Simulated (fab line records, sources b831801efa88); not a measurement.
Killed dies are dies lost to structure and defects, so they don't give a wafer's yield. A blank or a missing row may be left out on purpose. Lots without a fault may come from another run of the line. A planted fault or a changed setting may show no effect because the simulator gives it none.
A struck lot beside a sound one | flow sky130 | 15 steps out of a route of 708
Sound: wafers L917.1, L917.2, L917.4. Struck: wafer L933.1. (L933.5, L933.6 of the same lot were not struck and are left out.) The cause comes at the end.
At each step with rows: each side's tool, then ch and its chambers, then its first start. Under that, the readings that differ: sound wafers | struck wafers | difference of the means | sigmas: that difference in standard deviations of wafers without a fault.
alike: readings whose means differ by less than 2 such deviations, and words and numbers that are the same on both sides. not compared: withheld readings, readings that some wafer has no value for, bounds like >300 that may hide the same value, and numbers for which the record gives no deviation and whose values overlap.
The two part at a step that has a row with sigmas, a row that says differs or no value, or rows on one side only. Numbers that don't overlap but have no deviation are shown without sigmas and don't part them. A reading that every wafer of one side lacks parts them only if that side has two wafers or more.

SKY_CONTACT_CMP_27: polishes, stops on SiO2, t overpolish 15 s, target thk 0 nm.
  sound on cmp-02 ch 0,1,2, day 32 22:11; struck on cmp-01 ch 2, day 37 05:44
  alike: motor_current_A, overpolish_run_s, time_to_endpoint_s
SKY_METAL1_SPUTTER_00: material Ti, target thk 15 nm, time 10 s.
  sound on pvd_sputter-01, day 32 22:29; struck on pvd_sputter-01, day 37 05:59
  alike: throttle_valve_pct
SKY_METAL1_SPUTTER_01: material TiN, target thk 20 nm, time 16.7 s.
  sound on pvd_sputter-01, day 32 22:30; struck on pvd_sputter-01, day 37 06:00
  alike: throttle_valve_pct
SKY_METAL1_SPUTTER_02: material AlCu, target thk 250 nm, time 13.3 s.
  sound on pvd_sputter-01, day 32 22:32; struck on pvd_sputter-01, day 37 06:02
  alike: throttle_valve_pct
SKY_METAL1_SPUTTER_03: material Ti, target thk 5 nm, time 3.3 s.
  sound on pvd_sputter-01, day 32 22:33; struck on pvd_sputter-01, day 37 06:03
  alike: throttle_valve_pct
then, 1 step without rows for these wafers: SKY_METAL1_SPUTTER_04 (material TiN, target thk 70 nm, time 58.3 s).
SKY_METAL1_RS_MEAS_05: measures by four-point-probe.
  sound on film_metro-01, day 32 22:37; struck on film_metro-01, day 37 06:07
  alike: METAL1_ALCU_RS
SKY_METAL1_THK_MEAS_06: measures by xrf.
  sound on film_metro-01, day 32 22:44; struck on film_metro-01, day 37 06:14
  alike: METAL1_ALCU_THK
then, 4 steps without rows for these wafers: SKY_METAL1_DEHYDRATE_07 (time 60 s); SKY_METAL1_HMDS_08 (prime time 60 s); SKY_METAL1_COAT_09 (resist thk 60 nm); SKY_METAL1_COAT_10 (resist thk 450 nm).
SKY_METAL1_SOFTBAKE_11: time 90 s.
  sound on litho_track-02 ch 0, day 33 12:00; struck on litho_track-03 ch 0, day 37 18:00
  reading                  | sound                | struck | difference | sigmas
  heater_power_total_W (W) | 57.42 57.43 57.26    | 58.40  | +1.03      | +9
  run_length_s (s)         | 118.96 118.86 118.85 | 115.47 | -3.42      | -12
  alike: exhaust_pa
then, 1 step without rows for these wafers: SKY_METAL1_EXPOSE_12 (exposes mask MM1, target cd 140 nm).
-- the record jumps here: 12 days lie between the struck wafers' starts before and after (it left off in module METAL1 and takes up again in module PAD_OPEN, whose first step shown is number 708 of the route) --
SKY_PAD_OPEN_PROBE_99:
  sound on prober-02, day 46 18:55; struck on prober-01, day 49 19:32
  alike: defect_limited_yield, killed_at_M0_to_M3, killed_at_M4_up, killed_at_contacts, killed_at_front_end, killed_at_other, killed_dies, killed_open, killed_short, sort_bin_3_pad_short, sort_bin_5_function, sort_bin_6_memory, sort_n_pass, sort_yield_pct

WHERE THEY PART
Only at SKY_METAL1_SOFTBAKE_11, within this record. Later steps at which nothing parts them and some readings are alike: SKY_PAD_OPEN_PROBE_99.

WHY: what the simulator had put in
Process parameter drift: litho_track-03, from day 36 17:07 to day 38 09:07, at SKY_METAL1_SOFTBAKE_11. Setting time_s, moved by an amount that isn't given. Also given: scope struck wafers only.
